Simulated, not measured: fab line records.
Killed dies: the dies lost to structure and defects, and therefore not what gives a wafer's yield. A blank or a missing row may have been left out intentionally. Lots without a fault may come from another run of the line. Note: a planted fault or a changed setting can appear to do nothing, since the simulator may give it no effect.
Problem report, 8D (eight disciplines) form, completed by code | flow gf180mcu | the parts of the form that need people (team, actions taken, sign-off) are left out

1. THE ISSUE
A mean of 1250 W is read at GF_V3_ETCH_17 for biasW, taken on 1 wafer of 1 lot, against 1200 W (standard deviation 3.9) on wafers free of any fault. Relative to the usual mean, that is a shift of +13 standard deviations.
The step: etches SiO2 in C4F8/O2/Ar, stops on TiN, target depth 635 nm.
Seen first at day 28 05:00 on rieDiel-03, wafer L644.2. The record holds 39 wafers of 13 lots with a number at this step. Rule for "out", or "out of limits": more than 4 standard deviations from the usual mean. The other wafers with a number count as sound.

2. WHAT THIS IS AND IS NOT
question                    | is                | is not
which readings at this step | biasW             | oesProductAu
which lots                  | L644              | L627, L628, L629, L630, L631, L632, L633, L634, L638, L639, L641, L647
which wafers of those lots  | L644.2            | L644.5, L644.6
read on which tools         | rieDiel-03        | rieDiel-02, rieDiel-04
when                        | from day 28 05:00 | up to then (35 sound wafers); but 3 sound wafers of L647 came after

3. WHAT RULES OUT EACH SUSPECT
Counting: any tool at a process step up to the reading remains a suspect provided it ran every lot that is out. Sound lots after the first of them don't rule it out here, since some wafers of a struck lot are sound.
- rieDiel-03 at GF_V3_ETCH_17 (etches SiO2 in C4F8/O2/Ar, stops on TiN, target depth 635 nm): kept. It ran the lot that is out, L644 (day 28 05:00); its last sound lot up to then is L641 (day 27 12:00). Its own biasW readings are out on those wafers.
- At GF_V3_ETCH_17, inside rieDiel-03: chamber 2 took the wafers that are out, while their sound lot-mates went through chambers 0, 1.
Left after counting: rieDiel-03 at GF_V3_ETCH_17.

4. THE CAUSE (what the simulator had put in)
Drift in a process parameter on rieDiel-03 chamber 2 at GF_V3_ETCH_17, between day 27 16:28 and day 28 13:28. A move of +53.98 in setting biasW, from 1200. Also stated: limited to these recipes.
This tool alone remained once counting was done.

5. THE CHAIN OF EFFECTS, in route order
One row per reading whose mean, taken over the struck wafers that have a number, lies over 3 standard deviations from the usual. Only readings whose record carries a usual standard deviation are examined. hours: median over the lots of the time between each lot's start at the first step of this table that gives one and its start at this step. sigmas: the change, counted in usual standard deviations.
hours | step          | reading | usual  | on struck wafers | change | sigmas
0     | GF_V3_ETCH_17 | biasW   | 1200 W | 1250             | +50    | +13
Process steps it contains:
- GF_V3_ETCH_17: etches SiO2 in C4F8/O2/Ar, stops on TiN, target depth 635 nm.
Later measuring or inspecting steps at which every struck wafer that the step has a row for has a number for every such reading, and none has moved that far: GF_V4_THK_MEAS_25.

6. HOW IT WOULD HAVE BEEN CAUGHT EARLIER
First out-of-limits reading in this record: day 28 05:00, which is 13 hours after fault onset at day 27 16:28.
